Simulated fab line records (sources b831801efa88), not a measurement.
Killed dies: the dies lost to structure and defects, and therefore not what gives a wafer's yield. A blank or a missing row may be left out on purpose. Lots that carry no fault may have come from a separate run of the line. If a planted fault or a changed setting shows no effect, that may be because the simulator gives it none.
Struck lot and sound lot, side by side / flow sky130 / 16 out of 708 route steps
Sound: these wafers, L702.1, L702.4, L702.6. Wafers struck: L709.3, L709.4, L709.6. The cause is named last.
Each step with rows lists, per side, the tool, then ch with its chambers, then its first start. Under that, the readings that differ: sound wafers / struck wafers / difference of the means / sigmas: that difference in standard deviations of wafers without a fault.
alike: same words and numbers on both sides, and readings whose means sit less than 2 such deviations apart. not compared: any withheld reading, any reading some wafer has no value for, any bound like >300 that may hide the same value, and any number with overlapping values for which the record gives no deviation.
Wherever a step has rows on one side only, a row that says differs or no value, or a row with sigmas, the two part there. Numbers that have no deviation but don't overlap get no sigmas and don't part them. A reading that every wafer of one side lacks parts them only if that side has two wafers or more.

SKY_SD_N_OVL_MEAS_08:
  struck on overlay-01, day 30 08:19; sound on overlay-02, day 27 21:39
reading=SD_N_OVL (nm); sound=-1.7 -0.2 -1.4; struck=1.1 3.3 1.6; difference=+3.1; sigmas=+2
then, 2 steps without rows for these wafers: SKY_SD_N_IMPLANT_09; SKY_SD_N_IMPLANT_10.
SKY_SD_N_STRIP_11: strips in O2/N2.
  sound on plasma-asher-03 ch 0,1, day 27 21:59; struck on plasma-asher-04 ch 0,1, day 30 08:40
  alike: drypump-motor-current-A, oes-product-au, strip-time-to-endpoint-s
  not compared: rf-hours-counter-h
SKY_SD_N_TW_MEAS_12:
  struck on film-metro-01, day 30 08:45; sound on film-metro-03, day 27 22:05
reading=SD_N_TW; sound=4020 4014 4011; struck=3931 3935 3927; difference=-84; sigmas=-2
then, 1 step without rows for these wafers: SKY_SD_N_CLEAN_13 (cleans in SC1/SC2, time 150 s).
SKY_SD_N_RTA_14: time 2 s.
  sound on rtp-anneal-02 ch 0, day 27 22:11; struck on rtp-anneal-01 ch 0, day 30 08:52
  alike: anneal-temp-c-max, lamp-power-pct, wafer_temp_C_max
SKY_SD_N_RS_MEAS_16: measurement is done with a four-point probe.
  struck on film-metro-02, day 30 09:04; sound on film-metro-02, day 27 22:22
  alike: SD_N_RS
SKY_SD_N_RS_MEAS_17: measurement is done with a four-point probe.
  struck on film-metro-02, day 30 09:11; sound on film-metro-02, day 27 22:29
  alike: SD_P_RS
SKY_SD_N_RS_MEAS_18: measurement is done with a four-point probe.
  struck on film-metro-02, day 30 09:18; sound on film-metro-02, day 27 22:37
reading=RES_XHIGH_RS (ohm/sq); sound=332.1 332.2 331.5; struck=335.6 335.4 334.9; difference=+3.4; sigmas=+3
then, 1 step without rows for these wafers: SKY_SALICIDE_CLEAN_00 (cleans in HF-last, time 30 s).
SKY_LI_CONTACT_HDPCVD_00: deposits PSG, target thk 930 nm, time 155 s.
  sound on hdpcvd-02 ch 0,1,2, day 27 22:45; struck on hdpcvd-02 ch 1,2, day 30 09:23
reading=sih4-flow-sccm (sccm); sound=59.92 59.74 59.87; struck=72.35 72.04 72.50; difference=+12.45; sigmas=+66
reading=model.PSG_of_LI_CONTACT_HDPCVD_00.thk-nm (nm); sound=919.3 907.4 921.5; struck=1123 1124 1129; difference=+209; sigmas=
SKY_LI_CONTACT_THK_MEAS_01:
  struck on film-metro-01, day 30 09:31; sound on film-metro-03, day 27 22:51
reading=LI_CONTACT_HDPCVD_THK (nm); sound=920 908 921; struck=1123 1124 1129; difference=+209; sigmas=+23
SKY_LI_CONTACT_CMP_02: polishes PSG.
  sound on cmp-01 ch 0,1,2, day 27 22:55; struck on cmp-02 ch 2,3, day 30 09:34
reading=time-to-endpoint-s (s); sound=28.5 29.4 30.3; struck=53.7 50.2 51.3; difference=+22.3; sigmas=+9
  alike: motor-current-A
SKY_LI_CONTACT_BOW_MEAS_03:
  struck on film-metro-01, day 30 09:54; sound on film-metro-03, day 27 23:13
  alike: LI_CONTACT_BOW
SKY_PAD_OPEN_PROBE_99:
  sound wafers here have rows in the record (prober-01, day 45 20:07); struck ones have none

WHERE THEY PART
First at SKY_SD_N_OVL_MEAS_08; last, within this record, at SKY_PAD_OPEN_PROBE_99.

WHY: what the simulator had put in
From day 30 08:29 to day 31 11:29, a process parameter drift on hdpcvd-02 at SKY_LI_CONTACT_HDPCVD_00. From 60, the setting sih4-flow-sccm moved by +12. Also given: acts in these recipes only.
